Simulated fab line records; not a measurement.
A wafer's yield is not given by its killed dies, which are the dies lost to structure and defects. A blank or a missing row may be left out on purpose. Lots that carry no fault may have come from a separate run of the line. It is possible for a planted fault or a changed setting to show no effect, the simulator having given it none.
Which of the tools did it? | flow gf180mcu | Sampling: 13 lots, 39 wafers, 3 of 602 route steps

== WHAT THE GAUGES SHOWED, per wafer ==
GF_V5_CD_MEAS_14: target cd 260 nm. Usual: cd_nm at 260.4 nm, with a standard deviation of 1.4.
lot  | measured     | on        | cd_nm (nm)        | flag
L911 | day 27 10:46 | cd_sem-01 | 260.6 261.5 261.0 |
L912 | day 27 16:26 | cd_sem-01 | 261.5 261.0 259.7 |
L913 | day 28 03:12 | cd_sem-01 | 261.4 261.6 261.6 |
L914 | day 28 06:59 | cd_sem-01 | 261.8 261.4 260.6 |
L916 | day 28 23:22 | cd_sem-02 | 262.2 261.1 261.5 |
L919 | day 29 22:35 | cd_sem-02 | 260.0 260.3 260.6 |
L920 | day 30 08:34 | cd_sem-01 | 263.1 262.1 262.9 |
L922 | day 30 20:40 | cd_sem-01 | 261.1 262.2 260.4 |
L924 | day 31 12:38 | cd_sem-02 | 258.9 258.4 258.9 |
L927 | day 32 01:03 | cd_sem-01 | 257.6 259.4 258.9 |
L929 | day 32 15:41 | cd_sem-02 | 261.3 261.3 260.8 |
L932 | day 33 05:29 | cd_sem-01 | 261.0 261.1 260.2 |
L934 | day 33 15:41 | cd_sem-02 | 262.5 259.8 261.1 |

GF_V5_THK_MEAS_25: measures by xrf. Usual: for V5_W_THK the level is 358 nm and the standard deviation is 6.9.
lot  | measured     | on            | V5_W_THK (nm) | flag
L911 | day 27 11:58 | film_metro-03 | 352 343 358   |
L912 | day 27 17:36 | film_metro-04 | 355 370 367   |
L913 | day 28 04:23 | film_metro-03 | 351 363 362   |
L914 | day 28 08:10 | film_metro-03 | 362 366 360   |
L916 | day 29 00:32 | film_metro-01 | 350 352 364   |
L919 | day 29 23:46 | film_metro-03 | 349 345 359   |
L920 | day 30 09:44 | film_metro-01 | 353 362 356   |
L922 | day 30 21:57 | film_metro-03 | 366 351 352   |
L924 | day 31 13:48 | film_metro-04 | 351 351 364   |
L927 | day 32 02:15 | film_metro-04 | 366 362 369   |
L929 | day 32 16:53 | film_metro-04 | 355 372 351   |
L932 | day 33 06:43 | film_metro-04 | 371 368 353   |
L934 | day 33 16:50 | film_metro-01 | 355 356 355   |

== WHICH TOOL RAN EACH LOT (tool, then ch and the chambers of the sampled wafers, then the start) ==
lot  | GF_MIM_SPUTTER_07
L911 | pvd_sputter-04, day 24 18:16
L912 | pvd_sputter-04, day 24 23:41
L913 | pvd_sputter-01, day 25 11:10
L914 | pvd_sputter-04, day 25 15:19
L916 | pvd_sputter-03, day 26 08:34
L919 | pvd_sputter-04, day 27 07:28
L920 | pvd_sputter-04, day 27 21:11
L922 | pvd_sputter-04, day 28 09:12
L924 | pvd_sputter-03, day 29 03:14
L927 | pvd_sputter-04, day 29 18:23
L929 | pvd_sputter-01, day 30 08:50
L932 | pvd_sputter-03, day 31 00:32
L934 | pvd_sputter-01, day 31 10:24
- GF_MIM_SPUTTER_07: material TiN, target thk 60 nm, time 50 s.

== WHAT THE TOOLS THEMSELVES READ (means of the sampled wafers that have a number; where no wafer has one, the mark that the record gives instead) ==
GF_MIM_SPUTTER_07. Usual: throttle_valve_pct at 29.8 %, with a standard deviation of 0.89.
lot  | tool           | throttle_valve_pct (%) | flag
L911 | pvd_sputter-04 | 28.9                   |
L912 | pvd_sputter-04 | 29.4                   |
L913 | pvd_sputter-01 | 30.0                   |
L914 | pvd_sputter-04 | 28.8                   |
L916 | pvd_sputter-03 | 30.0                   |
L919 | pvd_sputter-04 | 29.6                   |
L920 | pvd_sputter-04 | 28.7                   |
L922 | pvd_sputter-04 | 29.4                   |
L924 | pvd_sputter-03 | 30.6                   |
L927 | pvd_sputter-04 | 29.0                   |
L929 | pvd_sputter-01 | 30.4                   |
L932 | pvd_sputter-03 | 29.6                   |
L934 | pvd_sputter-01 | 29.8                   |

== THE ANSWER, worked out from the rows above alone ==
Rule: a lot counts as off when the mean over its wafers that have a number is more than 3 standard deviations away from the usual mean. Also off: a lot with no number at a reading for which 4 or more lots have one. All remaining lots with rows at the step are treated as sound. After the gauges, taken in route order, come the tools' own readings; for these a lot's mean is taken, as printed above. The first step at which some lot is off is used, and at that step the reading that is off furthest; a lot without a number counts as furthest.
No lot is off at any reading shown: from this, nothing can be told.

== WHAT HAD BEEN PUT IN BY THE SIMULATOR ==
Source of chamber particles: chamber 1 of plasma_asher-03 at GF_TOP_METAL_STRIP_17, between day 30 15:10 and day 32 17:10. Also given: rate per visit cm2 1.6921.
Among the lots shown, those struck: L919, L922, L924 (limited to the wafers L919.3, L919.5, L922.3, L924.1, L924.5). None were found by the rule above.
